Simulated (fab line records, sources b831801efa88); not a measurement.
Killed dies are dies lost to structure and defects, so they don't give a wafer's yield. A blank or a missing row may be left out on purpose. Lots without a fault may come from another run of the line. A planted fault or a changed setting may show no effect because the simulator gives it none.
A struck lot beside a sound one | flow sky130 | 18 steps out of a route of 708
Sound: wafers L528.1, L528.3, L528.6. Struck: wafers L532.1, L532.6. (L532.3 of the same lot was not struck and is left out.) The cause comes at the end.
At each step with rows: each side's tool, then ch and its chambers, then its first start. Under that, the readings that differ: sound wafers | struck wafers | difference of the means | sigmas: that difference in standard deviations of wafers without a fault.
alike: readings whose means differ by less than 2 such deviations, and words and numbers that are the same on both sides. not compared: withheld readings, readings that some wafer has no value for, bounds like >300 that may hide the same value, and numbers for which the record gives no deviation and whose values overlap.
The two part at a step that has a row with sigmas, a row that says differs or no value, or rows on one side only. Numbers that don't overlap but have no deviation are shown without sigmas and don't part them. A reading that every wafer of one side lacks parts them only if that side has two wafers or more.

first, 5 steps without rows for these wafers: SKY_VIA4_COAT_06 (resist thk 1140 nm); SKY_VIA4_SOFTBAKE_07 (time 60 s); SKY_VIA4_EXPOSE_08 (exposes mask VIM4, target cd 800 nm); SKY_VIA4_PEB_09; SKY_VIA4_DEVELOP_10 (develop time 60 s).
SKY_VIA4_OVL_MEAS_11:
  sound on overlay-01, day 46 13:16; struck on overlay-02, day 47 12:46
  alike: VIA4_OVL
SKY_VIA4_ETCH_12: etches SiO2 in C4F8/O2/Ar, stops on TiN, target depth 580 nm.
  sound on rie_diel-04 ch 0,1,3, day 46 13:18; struck on rie_diel-03 ch 1,3, day 47 12:48
  alike: oes_product_au
SKY_VIA4_STRIP_13: strips in O2/N2.
  sound on plasma_asher-02 ch 0,1, day 46 13:23; struck on plasma_asher-02 ch 0,1, day 47 12:53
  alike: drypump_motor_current_A, oes_product_au, strip_time_to_endpoint_s
  not compared: rf_hours_counter_h
then, 3 steps without rows for these wafers: SKY_VIA4_STRIP_14 (strips in post etch residue remover, time 1200 s); SKY_VIA4_CLEAN_15 (cleans in IPA, time 180 s); SKY_VIA4_CLEAN_16 (cleans in O3/DIW).
SKY_VIA4_SPUTTER_17: material TiN, target thk 20 nm, time 80 s.
  sound on pvd_sputter-04, day 46 13:58; struck on pvd_sputter-04, day 47 13:33
  alike: throttle_valve_pct
SKY_VIA4_CVD_18: deposits W, target thk 505 nm, time 152.14 s.
  sound on cvd_w-01 ch 0,1, day 46 14:02; struck on cvd_w-01 ch 0, day 47 13:37
  reading                            | sound                | struck        | difference | sigmas
  susceptor_temp_C (C)               | 399.97 399.93 400.11 | 411.02 410.76 | +10.89     | +45
  model.W_of_VIA4_CVD_18.thk_nm (nm) | 490.8 489.7 490.2    | 601.3 604.5   | +112.7     |
  alike: heater_power_w
SKY_VIA4_RS_MEAS_19: measures by four-point-probe.
  sound on film_metro-03, day 46 14:11; struck on film_metro-04, day 47 14:03
  reading            | sound                | struck        | difference | sigmas
  VIA4_W_RS (ohm/sq) | 0.2335 0.2335 0.2336 | 0.1900 0.1894 | -0.0438    | -18
  not compared: hold
SKY_VIA4_THK_MEAS_20: measures by xrf.
  sound on film_metro-03, day 46 14:19; struck on film_metro-04, day 47 15:40
  reading         | sound       | struck  | difference | sigmas
  VIA4_W_THK (nm) | 509 511 508 | 635 636 | +126       | +20
  not compared: hold
SKY_VIA4_CMP_21: polishes, stops on SiO2, t overpolish 25 s, target thk 0 nm.
  sound on cmp-01 ch 0,1,3, day 46 14:28; struck on cmp-01 ch 2, day 48 02:01
  reading                | sound       | struck                                              | difference                   | sigmas
  hold                   | - - -       | await_dispo/10.3h/release await_dispo/10.3h/release | no value on the sound wafers |
  time_to_endpoint_s (s) | 116 116 124 | 145 144                                             | +26                          | +6
  alike: motor_current_A
SKY_METAL5_SPUTTER_00: material Ti, target thk 15 nm, time 10 s.
  sound on pvd_sputter-02, day 46 14:40; struck on pvd_sputter-03, day 48 05:12
  alike: throttle_valve_pct
SKY_PAD_OPEN_PROBE_99:
  sound on prober-02, day 49 03:48; struck on prober-02, day 50 00:56
  alike: defect_limited_yield, killed_at_M0_to_M3, killed_at_M4_up, killed_at_contacts, killed_at_front_end, killed_at_other, killed_dies, killed_open, killed_short, sort_bin_3_pad_short, sort_bin_5_function, sort_bin_6_memory, sort_n_pass, sort_yield_pct

WHERE THEY PART
First at SKY_VIA4_CVD_18; last, within this record, at SKY_VIA4_CMP_21. Later steps at which nothing parts them and some readings are alike: SKY_METAL5_SPUTTER_00, SKY_PAD_OPEN_PROBE_99.

WHY: what the simulator had put in
Process parameter drift: cvd_w-01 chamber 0, from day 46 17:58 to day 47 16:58, at SKY_VIA4_CVD_18. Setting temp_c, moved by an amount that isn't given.
